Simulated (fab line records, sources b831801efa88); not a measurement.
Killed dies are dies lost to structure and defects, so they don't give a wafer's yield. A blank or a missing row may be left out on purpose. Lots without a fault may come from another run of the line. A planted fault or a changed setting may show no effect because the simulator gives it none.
Chamber matching | flow gf180mcu | GF_M5_ETCH_09 on rie_diel-04: 4 sister chambers
The step etches Si3N4 in CF4/O2, target depth 52 nm, time 11.6 s. 4 wafers are shown with their chamber, then 8 later ones without.

WAFERS WITH THEIR CHAMBER
wafer  | chamber | drypump_motor_current_A (A)
L087.2 | 3       | 6.6
L087.3 | 0       | 5.9
L087.4 | 1       | 5.8
L089.1 | 2       | 6.4

WAFERS WITHOUT THEIR CHAMBER
wafer  | drypump_motor_current_A (A)
L089.2 | 5.8
L089.5 | 5.8
L091.1 | 5.9
L091.3 | 5.9
L091.4 | 6.6
L095.1 | 6.5
L095.4 | 6.6
L095.6 | 6.4

WHICH CHAMBER EACH WENT THROUGH
wafer  | from the rows above     | in truth
L089.2 | 1                       | 1
L089.5 | 1                       | 1
L091.1 | 0                       | 0
L091.3 | 0                       | 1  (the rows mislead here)
L091.4 | 3                       | 3
L095.1 | can't be placed: 2 or 3 | 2
L095.4 | 3                       | 3
L095.6 | 2                       | 2
Placed correctly: 6 of 8. Can't be placed from these rows: 1 (the true chamber is among the candidates in 1). Placed wrongly: 1.
How it was worked out, from the rows above alone: a wafer's distance from a chamber is the root of the sum, over the readings, of the square of ((its reading less the chamber's mean) divided by the reading's scatter). The wafer belongs to the nearest chamber; if the next one is less than 2 further off, it can't be placed. A chamber's mean is the mean of its shown wafers. The scatter: with one shown wafer a chamber, the root of the mean of the squares of how far each hidden wafer lies from its nearest shown one.
